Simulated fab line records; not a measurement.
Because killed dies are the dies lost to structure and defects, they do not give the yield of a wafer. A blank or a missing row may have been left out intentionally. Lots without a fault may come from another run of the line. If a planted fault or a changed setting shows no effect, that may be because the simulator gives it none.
Which tool did it? / flow sky130 / 10 lots, 30 wafers sampled, at 6 steps of a route of 708

WHAT THE GAUGES READ, wafer by wafer
SKY_POLY_GATE_THK_MEAS_04. Usual: POLY_GATE_CVD_03_THK 75.1 nm, standard deviation 0.72.
lot=L641; measured=day 15 09:40; on=film metro-02; POLY_GATE_CVD_03_THK (nm)=74.0 74.1 74.2; flag=
lot=L642; measured=day 15 19:58; on=film metro-03; POLY_GATE_CVD_03_THK (nm)=73.5 73.7 74.0; flag=
lot=L643; measured=day 16 02:35; on=film metro-03; POLY_GATE_CVD_03_THK (nm)=75.2 75.2 74.6; flag=
lot=L644; measured=day 16 17:28; on=film metro-04; POLY_GATE_CVD_03_THK (nm)=74.0 74.1 73.7; flag=
lot=L645; measured=day 16 23:38; on=film metro-04; POLY_GATE_CVD_03_THK (nm)=74.5 74.5 74.5; flag=
lot=L646; measured=day 17 08:13; on=film metro-04; POLY_GATE_CVD_03_THK (nm)=74.6 74.8 74.7; flag=
lot=L648; measured=day 17 17:16; on=film metro-02; POLY_GATE_CVD_03_THK (nm)=76.5 75.9 75.4; flag=
lot=L647; measured=day 17 18:38; on=film metro-02; POLY_GATE_CVD_03_THK (nm)=76.0 75.7 75.9; flag=
lot=L649; measured=day 18 06:36; on=film metro-02; POLY_GATE_CVD_03_THK (nm)=74.4 74.3 74.7; flag=
lot=L650; measured=day 18 13:55; on=film metro-03; POLY_GATE_CVD_03_THK (nm)=75.6 75.0 74.3; flag=

SKY_POLY_GATE_THK_MEAS_21. Usual: POLY_GATE_OXIDATION_THK 3.99 nm, standard deviation 0.11.
lot=L641; measured=day 16 15:09; on=film metro-03; POLY_GATE_OXIDATION_THK (nm)=4.00 4.02 4.04; flag=
lot=L642; measured=day 17 01:55; on=film metro-02; POLY_GATE_OXIDATION_THK (nm)=3.88 3.96 3.88; flag=
lot=L643; measured=day 17 09:18; on=film metro-04; POLY_GATE_OXIDATION_THK (nm)=4.12 4.08 4.09; flag=
lot=L644; measured=day 18 02:52; on=film metro-04; POLY_GATE_OXIDATION_THK (nm)=4.01 4.04 4.10; flag=
lot=L645; measured=day 18 09:14; on=film metro-02; POLY_GATE_OXIDATION_THK (nm)=3.92 3.93 3.88; flag=
lot=L646; measured=day 18 19:23; on=film metro-02; POLY_GATE_OXIDATION_THK (nm)=4.12 4.12 4.11; flag=
lot=L648; measured=day 19 05:05; on=film metro-02; POLY_GATE_OXIDATION_THK (nm)=4.02 3.99 4.09; flag=
lot=L647; measured=day 19 05:05; on=film metro-04; POLY_GATE_OXIDATION_THK (nm)=4.07 4.08 4.11; flag=
lot=L649; measured=day 19 13:47; on=film metro-02; POLY_GATE_OXIDATION_THK (nm)=4.05 4.00 4.03; flag=
lot=L650; measured=day 20 01:15; on=film metro-04; POLY_GATE_OXIDATION_THK (nm)=4.06 4.00 3.97; flag=

SKY_LDD_N_TW_MEAS_17. Usual: LDD_N_TW 2601, standard deviation 12.
lot=L641; measured=day 17 21:58; on=film metro-02; LDD_N_TW=2595 2618 2626; flag=
lot=L642; measured=day 18 09:09; on=film metro-04; LDD_N_TW=2606 2586 2608; flag=
lot=L643; measured=day 18 16:10; on=film metro-04; LDD_N_TW=2594 2598 2604; flag=
lot=L644; measured=day 19 10:01; on=film metro-04; LDD_N_TW=2607 2606 2604; flag=
lot=L645; measured=day 19 16:07; on=film metro-01; LDD_N_TW=2607 2601 2616; flag=
lot=L646; measured=day 20 03:17; on=film metro-02; LDD_N_TW=2592 2593 2590; flag=
lot=L648; measured=day 20 12:25; on=film metro-02; LDD_N_TW=2539 2550 2558; flag=OFF
lot=L647; measured=day 20 12:18; on=film metro-04; LDD_N_TW=2563 2563 2553; flag=OFF
lot=L649; measured=day 20 21:26; on=film metro-04; LDD_N_TW=2541 2569 2565; flag=OFF
lot=L650; measured=day 21 09:00; on=film metro-04; LDD_N_TW=2556 2558 2558; flag=OFF

SKY_LDD_LDN_TW_MEAS_13. Usual: LDD_LDN_TW 1489, standard deviation 7.3.
lot=L641; measured=day 23 01:13; on=film metro-01; LDD_LDN_TW=1489 1494 1494; flag=
lot=L642; measured=day 23 11:58; on=film metro-04; LDD_LDN_TW=1497 1496 1481; flag=
lot=L643; measured=day 23 19:28; on=film metro-01; LDD_LDN_TW=1487 1491 1489; flag=
lot=L644; measured=day 24 12:43; on=film metro-04; LDD_LDN_TW=1498 1502 1504; flag=
lot=L645; measured=day 24 19:49; on=film metro-02; LDD_LDN_TW=1485 1482 1482; flag=
lot=L646; measured=day 25 06:17; on=film metro-02; LDD_LDN_TW=1485 1484 1487; flag=
lot=L648; measured=day 25 14:01; on=film metro-01; LDD_LDN_TW=1477 1483 1484; flag=
lot=L647; measured=day 25 13:44; on=film metro-02; LDD_LDN_TW=1481 1481 1492; flag=
lot=L649; measured=day 25 23:22; on=film metro-04; LDD_LDN_TW=1488 1497 1497; flag=
lot=L650; measured=day 26 09:47; on=film metro-04; LDD_LDN_TW=1491 1499 1500; flag=

WHAT TOOL EACH LOT RAN ON (gives the tool, then ch and the chambers of the sampled wafers, and finally the start)
lot=L641; SKY_LDD_N_IMPLANT_11=implanter-03 ch 0, day 17 21:07; SKY_LDD_N_STRIP_16=plasma asher-01 ch 0, day 17 21:51
lot=L642; SKY_LDD_N_IMPLANT_11=implanter-03 ch 0, day 18 08:18; SKY_LDD_N_STRIP_16=plasma asher-01 ch 0,1, day 18 09:03
lot=L643; SKY_LDD_N_IMPLANT_11=implanter-04 ch 0, day 18 15:19; SKY_LDD_N_STRIP_16=plasma asher-01 ch 0,1, day 18 16:03
lot=L644; SKY_LDD_N_IMPLANT_11=implanter-03 ch 0, day 19 09:10; SKY_LDD_N_STRIP_16=plasma asher-02 ch 0,1, day 19 09:53
lot=L645; SKY_LDD_N_IMPLANT_11=implanter-01 ch 0, day 19 15:18; SKY_LDD_N_STRIP_16=plasma asher-03 ch 0,1, day 19 16:02
lot=L646; SKY_LDD_N_IMPLANT_11=implanter-04 ch 0, day 20 02:27; SKY_LDD_N_STRIP_16=plasma asher-01 ch 0,1, day 20 03:10
lot=L648; SKY_LDD_N_IMPLANT_11=implanter-03 ch 0, day 20 11:34; SKY_LDD_N_STRIP_16=plasma asher-03 ch 0,1, day 20 12:19
lot=L647; SKY_LDD_N_IMPLANT_11=implanter-01 ch 0, day 20 11:28; SKY_LDD_N_STRIP_16=plasma asher-02 ch 1, day 20 12:11
lot=L649; SKY_LDD_N_IMPLANT_11=implanter-04 ch 0, day 20 20:37; SKY_LDD_N_STRIP_16=plasma asher-02 ch 0,1, day 20 21:20
lot=L650; SKY_LDD_N_IMPLANT_11=implanter-01 ch 0, day 21 08:09; SKY_LDD_N_STRIP_16=plasma asher-02 ch 0,1, day 21 08:54
- SKY_LDD_N_IMPLANT_11
- SKY_LDD_N_STRIP_16: strips in O2/N2.

WHAT THE TOOLS THEMSELVES READ (means of the sampled wafers that have a number; where no wafer has one, the mark that the record gives instead)
SKY_LDD_N_IMPLANT_11. Usual: 20.001 for beam energy keV, sd 0.0059.
lot=L641; tool=implanter-03; beam energy keV=20.003; flag=
lot=L642; tool=implanter-03; beam energy keV=20.004; flag=
lot=L643; tool=implanter-04; beam energy keV=20.002; flag=
lot=L644; tool=implanter-03; beam energy keV=20.005; flag=
lot=L645; tool=implanter-01; beam energy keV=20.006; flag=
lot=L646; tool=implanter-04; beam energy keV=20.004; flag=
lot=L648; tool=implanter-03; beam energy keV=20.000; flag=
lot=L647; tool=implanter-01; beam energy keV=20.009; flag=
lot=L649; tool=implanter-04; beam energy keV=20.001; flag=
lot=L650; tool=implanter-01; beam energy keV=20.003; flag=

SKY_LDD_N_STRIP_16. Usual: drypump motor current A 5.9 A, standard deviation 0.41; oes product au 0.407 a.u., standard deviation 0.0047; strip time to endpoint s 4.320 s, standard deviation 0.013.
lot=L641; tool=plasma asher-01; drypump motor current A (A)=5.5; oes product au (a.u.)=0.411; strip time to endpoint s (s)=4.333; flag=
lot=L642; tool=plasma asher-01; drypump motor current A (A)=5.4; oes product au (a.u.)=0.401; strip time to endpoint s (s)=4.323; flag=
lot=L643; tool=plasma asher-01; drypump motor current A (A)=5.4; oes product au (a.u.)=0.407; strip time to endpoint s (s)=4.335; flag=
lot=L644; tool=plasma asher-02; drypump motor current A (A)=5.9; oes product au (a.u.)=0.412; strip time to endpoint s (s)=4.323; flag=
lot=L645; tool=plasma asher-03; drypump motor current A (A)=6.2; oes product au (a.u.)=0.404; strip time to endpoint s (s)=4.330; flag=
lot=L646; tool=plasma asher-01; drypump motor current A (A)=5.3; oes product au (a.u.)=0.406; strip time to endpoint s (s)=4.335; flag=
lot=L648; tool=plasma asher-03; drypump motor current A (A)=6.4; oes product au (a.u.)=0.410; strip time to endpoint s (s)=4.228; flag=OFF
lot=L647; tool=plasma asher-02; drypump motor current A (A)=5.9; oes product au (a.u.)=0.409; strip time to endpoint s (s)=4.240; flag=OFF
lot=L649; tool=plasma asher-02; drypump motor current A (A)=5.9; oes product au (a.u.)=0.406; strip time to endpoint s (s)=4.225; flag=OFF
lot=L650; tool=plasma asher-02; drypump motor current A (A)=5.9; oes product au (a.u.)=0.411; strip time to endpoint s (s)=4.240; flag=OFF

THE ANSWER, worked out from the rows above alone
Rule: a lot counts as off when the mean over its wafers that have a number is more than 3 standard deviations away from the usual mean. A lot without any number at a reading at which 4 lots or more have one is off too. Any other lot the step has rows for is counted as sound. First the gauges in route order, then the tools' own readings, where a lot's mean is used as printed above. At the first step where some lot is off, the reading lying furthest off is the one used; lots without a number count as furthest.
Off: L648, L647, L649, L650, at SKY_LDD_N_TW_MEAS_17 (LDD_N_TW).
A tool fits if, at a process step before that reading, it ran every lot that is off, and no sound lot after the first of them. Not tried: the gauges at SKY_LDD_N_TW_MEAS_17; whatever is off there is also off at SKY_LDD_N_STRIP_16, on other tools, and gauge error can't account for it. Of those tried, none fits.

WHAT WAS PUT IN BY THE SIMULATOR
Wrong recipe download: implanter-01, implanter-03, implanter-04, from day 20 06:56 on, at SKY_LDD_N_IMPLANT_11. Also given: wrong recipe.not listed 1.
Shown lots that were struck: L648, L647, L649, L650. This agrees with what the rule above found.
